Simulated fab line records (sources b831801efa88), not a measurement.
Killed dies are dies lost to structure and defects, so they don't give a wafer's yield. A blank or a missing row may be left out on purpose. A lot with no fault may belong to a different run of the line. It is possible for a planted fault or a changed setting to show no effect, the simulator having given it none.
A single fault, viewed from 2 desks ; flow gf180mcu ; numbers are kept per desk, each desk with only its own; the story behind them comes last

TOOL OWNER'S DESK, cmp-01
The tool's own readings at GF_CONTACT_CMP_04 (polishes SiO2): means of the sampled wafers that have a number, for each lot that ran on this tool. The brackets show how far a lot's mean lies from the usual mean; more than 4 standard deviations puts the lot out of limits, marked OUT.
Columns: A = motor_current_A at GF_CONTACT_CMP_04, usual 11.8 A; B = time_to_endpoint_s at GF_CONTACT_CMP_04, usual 118 s
lot;first seen here;A;B
L161;day 15 03:05;12.4;115
L162;day 15 09:16;12.3;121
L165;day 16 14:27;12.3;126
L166;day 17 00:47;12.6;125
L167;day 17 02:41;12.1;133
L176;day 20 15:25;12.4;117
L177;day 21 01:52;12.5;118
L178;day 21 07:08;12.6;128
L179;day 21 15:11;12.4;120
L181;day 22 10:34;13.0;112
L182;day 22 14:18;13.1;118
Finding of this desk: none of the 11 lots has anything out of limits.

AT THE METROLOGY DESK
What the gauges read for every lot (on any tool): the sampled wafers with a number, averaged. The brackets show how far a lot's mean lies from the usual mean; more than 4 standard deviations puts the lot out of limits, marked OUT.
Columns: A = SALICIDE_TIN_RS at GF_SALICIDE_RS_MEAS_04, usual 16.4 ohm/sq; B = CONTACT_BOW at GF_CONTACT_BOW_MEAS_05, usual 65 um
lot;first seen here;A;B
L161;day 15 02:14;16.0;68
L162;day 15 08:26;16.7;63
L164;day 16 03:59;16.2;66
L165;day 16 13:41;16.2;59
L166;day 16 23:59;16.4;62
L167;day 17 01:49;16.6;54
L176;day 20 14:43;16.6;61
L177;day 21 01:06;16.1;72
L178;day 21 06:20;16.8;57
L179;day 21 14:29;16.4;63
L180;day 21 21:52;16.1;65
L181;day 22 09:28;16.0;68
L182;day 22 13:32;16.6;60
L184;day 23 14:10;16.0;69
Finding of this desk: none of the 14 lots has anything out of limits.

BROUGHT TOGETHER
Nothing out of limits was seen by the tool owner's desk.
Nothing out of limits was seen by the metrology desk.

WHAT THE SIMULATOR PUT IN
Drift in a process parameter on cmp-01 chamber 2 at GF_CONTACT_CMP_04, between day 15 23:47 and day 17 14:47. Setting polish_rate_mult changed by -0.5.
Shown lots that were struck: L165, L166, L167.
